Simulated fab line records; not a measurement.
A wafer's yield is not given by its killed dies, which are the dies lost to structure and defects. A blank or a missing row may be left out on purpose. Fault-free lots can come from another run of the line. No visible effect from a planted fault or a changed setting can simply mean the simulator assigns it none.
Chamber matching    flow sky130    SKY_FIELD_ISO_CMP_27 on cmp-02: 4 sister chambers
The step polishes, stops on Si3N4, t overpolish 16 s, target thk 457.8 nm. 30 wafers are shown with their chamber, then 12 later ones without.

## WAFERS WITH THEIR CHAMBER
wafer   chamber  motor-current-A (A)  time-to-endpoint-s (s)  overpolish-run-s (s)
L076.1  0        13.7                 110                     15.989
L076.2  2        11.6                 117                     15.999
L076.6  2        11.4                 115                     16.000
L077.1  3        12.0                 117                     16.000
L077.2  2        11.6                 115                     16.006
L077.5  2        12.1                 114                     16.012
L080.3  3        12.3                 116                     15.987
L080.4  1        13.1                 113                     15.997
L080.5  3        12.8                 117                     16.009
L082.1  2        11.1                 125                     15.998
L082.2  0        12.3                 118                     16.001
L082.3  1        13.0                 119                     15.988
L083.1  1        12.7                 120                     15.985
L083.3  3        13.3                 120                     15.993
L083.6  2        11.5                 120                     15.978
L084.2  0        13.1                 115                     16.012
L084.5  3        13.2                 118                     15.992
L084.6  2        11.4                 119                     16.016
L085.1  2        11.4                 118                     16.010
L085.5  0        13.4                 112                     16.005
L085.6  3        12.8                 120                     15.980
L086.2  2        11.5                 116                     16.002
L086.4  0        14.0                 108                     16.021
L086.5  3        13.1                 113                     16.000
L090.2  1        12.2                 114                     16.003
L090.3  3        12.5                 116                     15.998
L090.4  2        12.0                 119                     16.005
L091.1  0        12.8                 114                     16.006
L091.2  3        13.7                 115                     15.994
L091.5  2        11.5                 116                     16.005

SIGNATURES (averages over the wafers above)
reading             chamber 0  chamber 1  chamber 2  chamber 3  scatter within a chamber
motor-current-A     13.217     12.750     11.555     12.856     0.458
time-to-endpoint-s  112.83     116.50     117.64     116.89     3.03
overpolish-run-s    16.00567   15.99325   16.00282   15.99478   0.00947
Rule: for a wafer and a chamber, the distance is found by dividing, reading by reading, the gap between the wafer's reading and the chamber's mean by the reading's scatter, squaring, summing and taking the root. The wafer belongs to the nearest chamber; if the next one is less than 2 further off, it can't be placed. The scatter: the root of (the sum of the squares of (reading less its chamber's mean) over the shown wafers, divided by (wafers less chambers)).

## WAFERS WITHOUT THEIR CHAMBER
wafer   motor-current-A (A)  time-to-endpoint-s (s)  overpolish-run-s (s)
L092.1  12.3                 115                     16.000
L092.4  13.0                 122                     16.007
L092.5  11.9                 118                     16.002
L094.1  12.7                 120                     15.982
L094.3  13.5                 109                     16.002
L094.4  12.1                 120                     15.986
L096.3  11.6                 114                     15.975
L096.4  12.2                 116                     16.002
L096.5  11.6                 118                     16.002
L097.1  13.2                 121                     15.997
L097.2  13.2                 112                     15.983
L097.5  12.8                 113                     16.014

## THE CHAMBER EACH PASSED THROUGH
wafer   from the rows above                in truth
L092.1  can't be placed: 1 or 3 or 2 or 0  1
L092.4  can't be placed: 3 or 1 or 0 or 2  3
L092.5  can't be placed: 2 or 1 or 3       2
L094.1  can't be placed: 1 or 3 or 2 or 0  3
L094.3  can't be placed: 0 or 3 or 1       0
L094.4  can't be placed: 1 or 3 or 2 or 0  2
L096.3  can't be placed: 2 or 1 or 3 or 0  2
L096.4  can't be placed: 2 or 1 or 3 or 0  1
L096.5  2                                  2
L097.1  can't be placed: 3 or 1 or 0       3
L097.2  can't be placed: 1 or 3 or 0       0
L097.5  can't be placed: 0 or 3 or 1       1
Placed correctly: 1 of 12. These rows do not allow placing 11 (true chamber among the candidates in 11). Number placed wrongly: 0.
